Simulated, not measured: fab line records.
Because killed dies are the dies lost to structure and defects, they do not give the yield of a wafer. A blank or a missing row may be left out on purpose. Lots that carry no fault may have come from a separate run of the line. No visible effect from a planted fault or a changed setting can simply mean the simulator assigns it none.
A lot that was struck, set against a sound lot    flow sky130    16 out of 708 route steps
Sound: the wafers L276.1, L276.4, L276.5. Wafers struck: L282.3, L282.4, L282.6. At the end, the cause is stated.
Per side, at each step with rows, come the tool, then ch with its chambers, and then its first start. Under that, the readings that differ: sound wafers    struck wafers    difference of the means    sigmas: that difference in standard deviations of wafers without a fault.
alike: a reading whose means differ by less than 2 such deviations, as well as words and numbers matching on both sides. not compared: withheld readings; readings where some wafer has no value; bounds like >300 that might hide an equal value; numbers whose values overlap and for which the record gives no deviation.
Wherever a step has rows on one side only, a row that says differs or no value, or a row with sigmas, the two part there. When numbers do not overlap yet have no deviation, they are printed without sigmas and do not part them. A reading missing from all wafers of one side parts the sides only when that side holds two or more wafers.

first, 5 steps without rows for these wafers: SKY_SONOS_TUNNEL_COAT_02 (resist thk 1140 nm); SKY_SONOS_TUNNEL_SOFTBAKE_03 (time 60 s); SKY_SONOS_TUNNEL_EXPOSE_04 (exposes mask TUNM, target cd 410 nm); SKY_SONOS_TUNNEL_PEB_05; SKY_SONOS_TUNNEL_DEVELOP_06 (develop time 60 s).
SKY_SONOS_TUNNEL_CD_MEAS_07: target cd 410 nm.
  sound on cd sem-01, day 12 09:46; struck on cd sem-02, day 14 05:41
reading     sound              struck             difference  sigmas
cd nm (nm)  408.7 407.9 407.4  414.4 414.7 414.0  +6.4        +3
SKY_SONOS_TUNNEL_OVL_MEAS_08:
  sound on overlay-01, day 12 09:53; struck on overlay-01, day 14 05:47
  alike: SONOS_TUNNEL_OVL
then, 3 steps without rows for these wafers: SKY_SONOS_TUNNEL_IMPLANT_09; SKY_SONOS_TUNNEL_WET_ETCH_10 (etches SiO2 in dHF, target depth 14 nm, time 280 s); SKY_SONOS_TUNNEL_STRIP_11 (strips in SPM, time 600 s).
SKY_SONOS_TUNNEL_TW_MEAS_12:
  sound on film metro-01, day 12 10:20; struck on film metro-04, day 14 06:19
reading          sound        struck       difference  sigmas
SONOS_TUNNEL_TW  195 194 196  202 201 200  +6          +2
then, 1 step without rows for these wafers: SKY_SONOS_TUNNEL_CLEAN_13 (cleans in dHF, time 20 s).
SKY_SONOS_ONO_OXIDATION_00: stabilise 600 s, purge 300 s, target thk 2.6 nm.
  sound on furnace-02 ch 0, day 12 11:10; struck on furnace-01 ch 0, day 14 06:28
reading                                           sound              struck             difference  sigmas
spike tc centre C (C)                             803.3 801.8 803.3  794.2 795.3 795.2  -7.9        -4
spike tc upper C (C)                              801.3 800.4 800.4  834.9 834.2 832.9  +33.3       +30
zone power top pct (%)                            27.4 27.6 27.2     22.4 22.1 22.0     -5.2        -10
zone power upper pct (%)                          13.7 13.8 13.4     28.5 28.6 28.5     +14.9       +11
model.SiO2_of_SONOS_ONO_OXIDATION_00.thk nm (nm)  2.658 2.6 2.6      2.742 2.798 2.971  +0.218      
  alike: ramp up c per min
SKY_SONOS_ONO_THK_MEAS_01:
  sound on film metro-01, day 12 12:31; struck on film metro-02, day 14 07:50
reading                       sound           struck          difference  sigmas
SONOS_ONO_OXIDATION_THK (nm)  2.69 2.57 2.56  2.71 2.84 2.99  +0.24       +4
then, 1 step without rows for these wafers: SKY_SONOS_ONO_CVD_02 (deposits Si3N4 from DCS/NH3, target thk 10.5 nm, time 180 s).
-- here the record skips 34 days between the struck wafers' starts before and after, leaving off in module SONOS_ONO and picking up in module PAD_OPEN (first step shown: number 708 of the route) --
SKY_PAD_OPEN_PROBE_99:
  sound on prober-01, day 47 04:20; struck on prober-02, day 48 05:32
reading                                sound                    struck                   difference  sigmas
model.etest.sonos erased.drive ua um   194 207.8 206.3          184.2 162.3 132.8        -42.9       
model.etest.cap ono.gate log10 a cm2   -7.889 -7.73 -7.821      -8.267 -8.156 -8.509     -0.497      
model.etest.sonos erased.vt v (V)      -2.291 -2.357 -2.309     -2.12 -2.066 -1.783      +0.33       
model.etest.cap ono.gate bv v (V)      16.26 16.45 16.23        16.82 17.06 16.58        +0.51       
model.etest.cap ono.tox acc nm (nm)    12.85 12.73 12.86        13.16 13.06 13.37        +0.38       
model.etest.sonos programmed.vt v (V)  1.48 1.515 1.421         1.357 1.379 1.287        -0.131      
model.etest.sonos baked.vt less v (V)  -0.5276 -0.5314 -0.4809  -0.4353 -0.3813 -0.3906  +0.1109     
  alike: killed_at_M0_to_M3, killed_at_M4_up, killed at contacts, killed at front end, killed at other, killed dies, killed open, killed short

== WHERE THEY PART ==
Last at SKY_SONOS_ONO_THK_MEAS_01 as far as this record goes, first at SKY_SONOS_TUNNEL_CD_MEAS_07. Later steps at which nothing parts them and some readings are alike: SKY_PAD_OPEN_PROBE_99.

WHY: the cause the simulator had injected
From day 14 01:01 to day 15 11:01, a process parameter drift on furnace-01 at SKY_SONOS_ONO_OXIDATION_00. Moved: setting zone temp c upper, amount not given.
